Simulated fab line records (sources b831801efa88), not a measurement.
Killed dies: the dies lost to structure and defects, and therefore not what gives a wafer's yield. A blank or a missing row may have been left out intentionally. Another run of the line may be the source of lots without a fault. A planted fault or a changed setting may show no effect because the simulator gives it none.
8D (eight disciplines) problem report, filled in by code | flow sky130 | the parts of the form that need people (team, actions taken, sign-off) are left out

1. THE PROBLEM
Mean of strip time to endpoint s at SKY_METAL5_STRIP_16: 14.56 s across 6 wafers in 2 lots; on wafers with no fault it is 13.10 s (standard deviation 0.13). That puts it +11 standard deviations away from the usual mean.
The step: strips in O2/N2.
The first sign was on wafer L363.2 at day 46 06:32, on plasma asher-03. The record has a number at this step for 30 wafers belonging to 10 lots. By rule, "out" or "out of limits" means more than 4 standard deviations away from the usual mean. The other wafers with a number count as sound.

2. WHAT IT IS, AND WHAT IT ISN'T
question                    | is                       | is not
which readings at this step | strip time to endpoint s | drypump motor current A, oes product au
which lots                  | L363, L365               | L355, L356, L357, L369, L370, L371, L375, L376
which wafers of those lots  | all that have a number   | -
read on which tools         | plasma asher-03          | plasma asher-01, plasma asher-02
when                        | from day 46 06:32        | up to then (9 sound wafers); but 15 sound wafers of L369, L370, L371, L375, L376 came after

3. SUSPECTS, AND WHAT RULES EACH OUT
Counting: a tool at a process step up to the reading stays a suspect if it ran every lot that is out and no sound lot after the first of them.
- cmp-01 at SKY_VIA3_CMP_24 (polishes, stops on SiO2, t overpolish 20 s, target thk 0 nm): ruled out as a lasting fault. Following L363 (day 42 09:44), the first lot on it that is out, the sound lots L371, L376 were run on it.
- litho track-03 at SKY_METAL5_COAT_09 (resist thk 1800 nm): ruled out as a lasting fault. Following L363 (day 45 19:36), the first lot on it that is out, the sound lots L376 were run on it.
- plasma asher-03 at SKY_METAL5_STRIP_16 (strips in O2/N2): ruled out as a lasting fault. Following L363 (day 46 06:32), the first lot on it that is out, the sound lots L369, L375, L376 were run on it.
Left after counting: nothing in the record.

4. THE CAUSE (what the simulator had put in)
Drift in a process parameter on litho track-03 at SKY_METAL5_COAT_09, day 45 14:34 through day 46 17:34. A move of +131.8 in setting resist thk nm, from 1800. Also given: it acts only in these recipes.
Counting ruled it out, wrongly: the rule takes a fault to strike every lot that its tool runs from its start on, and this one did not.

5. SEQUENCE OF EFFECTS, ordered by route
Each row: a reading whose mean over the struck wafers that have a number lies more than 3 standard deviations from the usual. Scope: only readings with a usual standard deviation given in the record; hours: median across lots of the time from each lot's start at the first step in this table that gives one to its start at this step; sigmas: change in usual standard deviations.
hours | step                | reading                  | usual   | on struck wafers | change | sigmas
0     | SKY_METAL5_STRIP_16 | strip time to endpoint s | 13.10 s | 14.56            | +1.46  | +11
It contains these process steps:
- SKY_METAL5_STRIP_16: strips in O2/N2.

6. HOW IT WOULD HAVE BEEN CAUGHT EARLIER
First out-of-limits reading in this record: day 46 06:32, which is 16 hours after fault onset at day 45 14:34.
Tool readings at SKY_METAL5_COAT_09 with a usual standard deviation given in the record: none out on any struck wafer, hence no alarm at a limit of 4 standard deviations on them.
